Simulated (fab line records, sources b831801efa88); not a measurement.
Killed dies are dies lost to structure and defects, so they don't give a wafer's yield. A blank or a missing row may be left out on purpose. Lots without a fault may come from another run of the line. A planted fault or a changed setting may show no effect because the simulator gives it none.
Chamber matching | flow gf180mcu | GF_V1_CMP_26 on cmp-02: 4 sister chambers
The step polishes, stops on SiO2, t overpolish 15 s, target thk 0 nm. 16 wafers are shown with their chamber, then 8 later ones without.

WAFERS WITH THEIR CHAMBER
wafer  | chamber | time_to_endpoint_s (s) | motor_current_A (A) | overpolish_run_s (s)
L290.1 | 1       | 84                     | 10.0                | 14.995
L290.2 | 2       | 86                     | 9.5                 | 15.009
L290.6 | 3       | 78                     | 11.0                | 15.007
L291.1 | 3       | 79                     | 11.6                | 14.997
L291.3 | 2       | 86                     | 9.5                 | 15.006
L291.6 | 3       | 79                     | 11.4                | 14.989
L293.4 | 2       | 84                     | 10.0                | 14.990
L293.5 | 1       | 78                     | 9.7                 | 15.010
L293.6 | 0       | 79                     | 11.0                | 15.004
L294.2 | 0       | 78                     | 10.7                | 15.004
L294.3 | 1       | 85                     | 10.6                | 15.001
L294.4 | 2       | 87                     | 9.5                 | 15.002
L295.1 | 3       | 78                     | 10.2                | 14.997
L295.4 | 1       | 81                     | 10.0                | 15.004
L295.6 | 3       | 77                     | 10.7                | 14.981
L297.2 | 0       | 75                     | 10.8                | 15.006

SIGNATURES (means of the wafers above)
reading            | chamber 0 | chamber 1 | chamber 2 | chamber 3 | scatter within a chamber
time_to_endpoint_s | 77.33     | 82.00     | 85.75     | 78.20     | 1.96
motor_current_A    | 10.833    | 10.075    | 9.625     | 10.980    | 0.399
overpolish_run_s   | 15.00467  | 15.00250  | 15.00175  | 14.99420  | 0.00769
Rule: a wafer's distance from a chamber is the root of the sum, over the readings, of the square of ((its reading less the chamber's mean) divided by the reading's scatter). The wafer belongs to the nearest chamber; if the next one is less than 2 further off, it can't be placed. The scatter: the root of (the sum of the squares of (reading less its chamber's mean) over the shown wafers, divided by (wafers less chambers)).

WAFERS WITHOUT THEIR CHAMBER
wafer  | time_to_endpoint_s (s) | motor_current_A (A) | overpolish_run_s (s)
L297.3 | 82                     | 10.5                | 14.995
L297.5 | 82                     | 10.0                | 15.007
L300.1 | 77                     | 11.0                | 15.001
L300.2 | 79                     | 10.9                | 15.010
L300.6 | 83                     | 9.4                 | 15.021
L306.3 | 84                     | 11.4                | 14.987
L306.4 | 87                     | 10.3                | 15.000
L306.6 | 84                     | 11.5                | 14.999

WHICH CHAMBER EACH WENT THROUGH
wafer  | from the rows above               | in truth
L297.3 | can't be placed: 1 or 3 or 0 or 2 | 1
L297.5 | can't be placed: 1 or 2           | 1
L300.1 | can't be placed: 0 or 3           | 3
L300.2 | can't be placed: 0 or 3 or 1      | 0
L300.6 | can't be placed: 2 or 1           | 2
L306.3 | can't be placed: 3 or 1 or 0 or 2 | 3
L306.4 | can't be placed: 2 or 1           | 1
L306.6 | can't be placed: 3 or 1 or 0 or 2 | 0
Placed correctly: 0 of 8. Can't be placed from these rows: 8 (the true chamber is among the candidates in 8). Placed wrongly: 0.
